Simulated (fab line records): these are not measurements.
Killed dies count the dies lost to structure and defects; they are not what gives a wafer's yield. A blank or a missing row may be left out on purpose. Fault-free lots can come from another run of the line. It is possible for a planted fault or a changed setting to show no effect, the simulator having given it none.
Which tool is to blame? || flow gf180mcu || 7 lots, 21 wafers sampled, at 1 step of a route of 602

## WHAT THE GAUGES SHOWED, per wafer
GF_V2_THK_MEAS_01.
{"lot": "L842", "measured": "day 20 17:13", "on": "film-metro-04", "V2_CVD_00_THK (nm)": "604 610 608"}
{"lot": "L850", "measured": "day 23 07:11", "on": "film-metro-04", "V2_CVD_00_THK (nm)": "598 595 597"}
{"lot": "L852", "measured": "day 24 01:01", "on": "film-metro-04", "V2_CVD_00_THK (nm)": "593 601 603"}
{"lot": "L856", "measured": "day 25 04:57", "on": "film-metro-03", "V2_CVD_00_THK (nm)": "593 590 599"}
{"lot": "L858", "measured": "day 25 21:57", "on": "film-metro-01", "V2_CVD_00_THK (nm)": "601 605 602"}
{"lot": "L860", "measured": "day 26 10:46", "on": "film-metro-01", "V2_CVD_00_THK (nm)": "600 594 606"}
{"lot": "L862", "measured": "day 27 07:10", "on": "film-metro-03", "V2_CVD_00_THK (nm)": "601 601 605"}

## WHICH TOOL RAN EACH LOT (tool, then ch and the chambers of the sampled wafers, then the start)
No process step before these readings appears in the record.

## THE ANSWER, worked out from the rows above alone
Rule: the usual values come from the lots themselves. Put in order of their means at a reading, lots are off if they are a third of the lots or fewer, leave a main group of 4 or more, and stand apart from it by a gap of 3 or more times the standard deviation of the main group's means; of several such gaps the widest counts. The tables above print the reading to a certain number of digits; a main group whose means all agree to those digits is not used. A lot without any number at a reading at which 4 lots or more have one is off too. The other lots that the step has rows for count as sound.
None of the lots is off at any reading shown; this tells nothing.

## WHAT WAS PUT IN BY THE SIMULATOR
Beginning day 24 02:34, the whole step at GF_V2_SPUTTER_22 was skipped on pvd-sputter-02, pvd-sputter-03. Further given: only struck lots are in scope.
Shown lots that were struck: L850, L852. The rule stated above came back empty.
